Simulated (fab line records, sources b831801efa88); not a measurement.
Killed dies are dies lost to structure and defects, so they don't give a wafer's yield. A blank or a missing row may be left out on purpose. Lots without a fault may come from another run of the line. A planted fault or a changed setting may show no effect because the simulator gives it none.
Which tool did it? | flow sky130 | 6 lots, 18 wafers sampled, at 3 steps of a route of 708

WHAT THE GAUGES READ, wafer by wafer
SKY_VT_ADJUST_HVTP_TW_MEAS_11.
lot  | measured     | on            | VT_ADJUST_HVTP_TW
L606 | day 6 18:54  | film_metro-01 | 1335 1330 1326
L612 | day 8 10:43  | film_metro-01 | 1147 1148 1144
L614 | day 8 22:56  | film_metro-01 | 1340 1334 1334
L620 | day 10 08:28 | film_metro-01 | 1339 1336 1346
L625 | day 11 17:53 | film_metro-01 | 1329 1337 1333
L627 | day 12 02:12 | film_metro-03 | 1372 1376 1375

WHICH TOOL RAN EACH LOT (tool, then ch and the chambers of the sampled wafers, then the start)
lot  | SKY_FIELD_ISO_CMP_27         | SKY_VT_ADJUST_HVTP_IMPLANT_09
L606 | cmp-01 ch 0,3, day 2 21:01   | implanter-04 ch 0, day 6 18:40
L612 | cmp-02 ch 1,3, day 4 03:01   | implanter-03 ch 0, day 8 10:29
L614 | cmp-01 ch 2,3, day 4 17:02   | implanter-01 ch 0, day 8 22:41
L620 | cmp-02 ch 0,2,3, day 5 21:47 | implanter-04 ch 0, day 10 08:13
L625 | cmp-02 ch 0,3, day 7 02:01   | implanter-04 ch 0, day 11 17:38
L627 | cmp-01 ch 0,1,2, day 7 07:27 | implanter-01 ch 0, day 12 01:58
- SKY_FIELD_ISO_CMP_27: polishes, stops on Si3N4, t overpolish 16 s, target thk 457.8 nm.
- SKY_VT_ADJUST_HVTP_IMPLANT_09

THE ANSWER, worked out from the rows above alone
Rule: what is usual is taken from the lots themselves. Put in order of their means at a reading, lots are off if they are a third of the lots or fewer, leave a main group of 4 or more, and stand apart from it by a gap of 3 or more times the standard deviation of the main group's means; of several such gaps the widest counts. A main group whose means are all the same, to the digits that the tables above print for the reading, isn't used. A lot without any number at a reading at which 4 lots or more have one is off too. The other lots that the step has rows for count as sound.
Off: L612, at SKY_VT_ADJUST_HVTP_TW_MEAS_11 (VT_ADJUST_HVTP_TW). The main group: mean 1343, standard deviation 16.
A tool fits if, at a process step before that reading, it ran every lot that is off, and no sound lot after the first of them. The gauges at SKY_VT_ADJUST_HVTP_TW_MEAS_11 are tried like those tools. One fits: implanter-03 at SKY_VT_ADJUST_HVTP_IMPLANT_09. It ran no sound lot before its first lot that is off in this sample, so the start can't be narrowed down.

WHAT THE SIMULATOR HAD PUT IN
Process parameter drift: implanter-03, from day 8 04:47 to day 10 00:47, at SKY_VT_ADJUST_HVTP_IMPLANT_09. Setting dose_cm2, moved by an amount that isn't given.
Lots struck among those shown: L612. The rule above found the same.
